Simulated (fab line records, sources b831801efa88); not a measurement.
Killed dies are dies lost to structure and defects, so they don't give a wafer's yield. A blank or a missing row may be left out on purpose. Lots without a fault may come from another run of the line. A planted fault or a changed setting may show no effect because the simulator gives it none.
A struck lot beside a sound one | flow sky130 | 15 steps out of a route of 708
Sound: wafers L409.2, L409.5, L409.6. Struck: wafers L407.3, L407.4. (L407.2 of the same lot was not struck and is left out.) The cause comes at the end.
At each step with rows: each side's tool, then ch and its chambers, then its first start. Under that, the readings that differ: sound wafers | struck wafers | difference of the means | sigmas: that difference in standard deviations of wafers without a fault.
alike: readings whose means differ by less than 2 such deviations, and words and numbers that are the same on both sides. not compared: withheld readings, readings that some wafer has no value for, bounds like >300 that may hide the same value, and numbers for which the record gives no deviation and whose values overlap.
The two part at a step that has a row with sigmas, a row that says differs or no value, or rows on one side only. Numbers that don't overlap but have no deviation are shown without sigmas and don't part them. A reading that every wafer of one side lacks parts them only if that side has two wafers or more.

first, 3 steps without rows for these wafers: SKY_METAL2_EXPOSE_12 (exposes mask MM2, target cd 140 nm); SKY_METAL2_PEB_13; SKY_METAL2_DEVELOP_14 (develop time 60 s).
SKY_METAL2_CD_MEAS_15: target cd 140 nm.
  sound on cd_sem-01, day 41 07:36; struck on cd_sem-01, day 40 17:01
  alike: cd_nm
SKY_METAL2_OVL_MEAS_16:
  sound on overlay-02, day 41 07:43; struck on overlay-02, day 40 17:07
  alike: METAL2_OVL
SKY_METAL2_DESCUM_17: chemistry O2, time 8 s.
  sound on rie_metal-01 ch 0,1, day 41 07:44; struck on rie_metal-04 ch 0,1, day 40 17:09
  alike: chamber_pressure_mTorr, drypump_motor_current_A, oes_product_au, temp_c
  not compared: rf_hours_counter_h
SKY_METAL2_ETCH_18: etches BARC in N2/H2, stops on SiO2, time 45.9 s, target depth 60 nm.
  sound on rie_metal-01 ch 0,1, day 41 07:46; struck on rie_metal-04 ch 0,1, day 40 17:11
  reading             | sound          | struck      | difference | sigmas
  n2_flow_sccm (sccm) | 99.4 99.3 99.8 | 100.1 100.3 | +0.7       | +2
  alike: bias_w, chamber_pressure_mTorr, drypump_motor_current_A, oes_product_au, throttle_valve_pct
  not compared: rf_hours_counter_h
SKY_METAL2_METAL_ETCH_19: etches the open film in Cl2/BCl3, stops on SiO2, target depth 360 nm, time 78 s.
  sound on rie_metal-01 ch 0,1, day 41 07:50; struck on rie_metal-04 ch 0,1, day 40 17:15
  alike: bias_w, chamber_pressure_mTorr, drypump_motor_current_A, oes_product_au, throttle_valve_pct
  not compared: rf_hours_counter_h
SKY_METAL2_STRIP_20: strips in O2/N2.
  sound on plasma_asher-02 ch 0,1, day 41 07:55; struck on plasma_asher-04 ch 0,1, day 40 17:20
  alike: chamber_pressure_mTorr, drypump_motor_current_A, n2_flow_sccm, oes_product_au, strip_time_to_endpoint_s
  not compared: rf_hours_counter_h
then, 3 steps without rows for these wafers: SKY_METAL2_STRIP_21 (strips in post etch residue remover, time 1200 s); SKY_METAL2_CLEAN_22 (cleans in IPA, time 180 s); SKY_METAL2_CLEAN_23 (cleans in O3/DIW).
SKY_VIA2_HDPCVD_00: deposits SiO2, target thk 1180 nm, time 196.7 s.
  sound on hdpcvd-01 ch 0,1,2, day 41 08:31; struck on hdpcvd-02 ch 0, day 40 17:56
  reading                                  | sound             | struck      | difference | sigmas
  run_length_s (s)                         | 224.9 224.7 224.6 | 175.7 175.9 | -48.9      | -99 or more
  model.SiO2_of_VIA2_HDPCVD_00.thk_nm (nm) | 1173 1174 1166    | 873.5 890.2 | -289.1     |
SKY_VIA2_THK_MEAS_01:
  sound on film_metro-01, day 41 08:40; struck on film_metro-02, day 40 18:04
  reading              | sound          | struck  | difference | sigmas
  VIA2_HDPCVD_THK (nm) | 1174 1175 1167 | 873 890 | -290       | -26
SKY_VIA2_CMP_02: polishes SiO2.
  sound on cmp-02 ch 0,2,3, day 41 08:49; struck on cmp-01 ch 1,3, day 40 18:07
  alike: motor_current_A, slurry_filter_dp_kPa, slurry_flow_ml_min

WHERE THEY PART
First at SKY_METAL2_ETCH_18; last, within this record, at SKY_VIA2_THK_MEAS_01. Later steps at which nothing parts them and some readings are alike: SKY_VIA2_CMP_02.

WHY: what the simulator had put in
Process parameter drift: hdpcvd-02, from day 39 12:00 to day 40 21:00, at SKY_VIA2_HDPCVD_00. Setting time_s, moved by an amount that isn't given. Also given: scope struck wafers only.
